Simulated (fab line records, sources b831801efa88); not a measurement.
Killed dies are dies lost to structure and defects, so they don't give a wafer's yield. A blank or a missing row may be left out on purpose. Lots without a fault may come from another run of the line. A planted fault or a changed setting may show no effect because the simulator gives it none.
A struck lot beside a sound one | flow gf180mcu | 19 steps out of a route of 602
Sound: wafers L930.3, L930.4, L930.5. Struck: wafer L938.2. (L938.4, L938.5 of the same lot were not struck and are left out.) The cause comes at the end.
At each step with rows: each side's tool, then ch and its chambers, then its first start. Under that, the readings that differ: sound wafers | struck wafers | difference of the means | sigmas: that difference in standard deviations of wafers without a fault.
alike: readings whose means differ by less than 2 such deviations, and words and numbers that are the same on both sides. not compared: withheld readings, readings that some wafer has no value for, bounds like >300 that may hide the same value, and numbers for which the record gives no deviation and whose values overlap.
The two part at a step that has a row with sigmas, a row that says differs or no value, or rows on one side only. Numbers that don't overlap but have no deviation are shown without sigmas and don't part them. A reading that every wafer of one side lacks parts them only if that side has two wafers or more.

GF_V2_ETCH_16: etches BARC in N2/H2.
  sound on rie_diel-01 ch 0,3, day 20 23:42; struck on rie_diel-01 ch 2, day 24 00:18
  alike: drypump_motor_current_A, oes_product_au, throttle_valve_pct
GF_V2_ETCH_17: etches SiO2 in C4F8/O2/Ar, stops on TiN, target depth 630 nm.
  sound on rie_diel-01 ch 0,3; struck on rie_diel-01 ch 2
  reading               | sound             | struck | difference | sigmas
  oes_product_au (a.u.) | 0.856 0.853 0.862 | 0.846  | -0.011     | -2
then, 3 steps without rows for these wafers: GF_V2_STRIP_18 (strips in O2/N2); GF_V2_STRIP_19 (strips in post etch residue remover, time 1200 s); GF_V2_CLEAN_20 (cleans in DIW).
GF_V2_SPUTTER_21: material Ti, target thk 15 nm, time 80.02 s.
  sound on pvd_sputter-01, day 21 00:22; struck on pvd_sputter-03, day 24 00:58
  alike: throttle_valve_pct
GF_V2_SPUTTER_22: material TiN, target thk 10 nm, time 40 s.
  sound on pvd_sputter-01, day 21 00:25; struck on pvd_sputter-03, day 24 01:01
  alike: throttle_valve_pct
then, 1 step without rows for these wafers: GF_V2_CVD_23 (deposits W, target thk 350 nm, time 104.94 s).
GF_V2_RS_MEAS_24: measures by four-point-probe.
  sound on film_metro-01, day 21 00:37; struck on film_metro-04, day 24 01:11
  alike: V2_W_RS
GF_V2_THK_MEAS_25: measures by xrf.
  sound on film_metro-01, day 21 00:43; struck on film_metro-04, day 24 01:18
  reading       | sound       | struck | difference | sigmas
  V2_W_THK (nm) | 339 352 342 | 357    | +13        | +2
then, 2 steps without rows for these wafers: GF_V2_CMP_26 (polishes, stops on SiO2, t overpolish 15 s, target thk 0 nm); GF_M3_SPUTTER_00 (material Ti, target thk 37.5 nm, time 150 s).
GF_M3_SPUTTER_01: material TiN, target thk 30 nm, time 25 s.
  sound on pvd_sputter-04, day 21 01:09; struck on pvd_sputter-01, day 24 01:45
  reading                                | sound             | struck | difference | sigmas
  model.TiN_of_M3_SPUTTER_01.thk_nm (nm) | 29.72 30.06 29.92 | 20.21  | -9.69      |
  alike: throttle_valve_pct
then, 1 step without rows for these wafers: GF_M3_SPUTTER_02 (material AlCu, target thk 450 nm, time 23.9 s).
GF_M3_SPUTTER_03: material Ti, target thk 10 nm, time 6.7 s.
  sound on pvd_sputter-04, day 21 01:13; struck on pvd_sputter-01, day 24 01:49
  alike: throttle_valve_pct
then, 1 step without rows for these wafers: GF_M3_SPUTTER_04 (material TiN, target thk 50 nm, time 41.7 s).
GF_M3_RS_MEAS_05: measures by four-point-probe.
  sound on film_metro-04, day 21 01:19; struck on film_metro-03, day 24 02:11
  alike: M3_ALCU_RS
  not compared: hold
GF_M3_THK_MEAS_06: measures by xrf.
  sound on film_metro-04, day 21 01:25; struck on film_metro-03, day 24 13:17
  reading | sound | struck                    | difference                   | sigmas
  hold    | - - - | await_dispo/11.0h/release | no value on the sound wafers |
  alike: M3_ALCU_THK
-- the record jumps here: 7 days lie between the struck wafers' starts before and after (it left off in module M3 and takes up again in module PASSIVATION, whose first step shown is number 602 of the route) --
GF_PASSIVATION_PROBE_99:
  the record has rows for the struck wafers here (prober-01, day 31 22:00) and none for the sound ones

WHERE THEY PART
First at GF_V2_ETCH_17; last, within this record, at GF_PASSIVATION_PROBE_99.

WHY: what the simulator had put in
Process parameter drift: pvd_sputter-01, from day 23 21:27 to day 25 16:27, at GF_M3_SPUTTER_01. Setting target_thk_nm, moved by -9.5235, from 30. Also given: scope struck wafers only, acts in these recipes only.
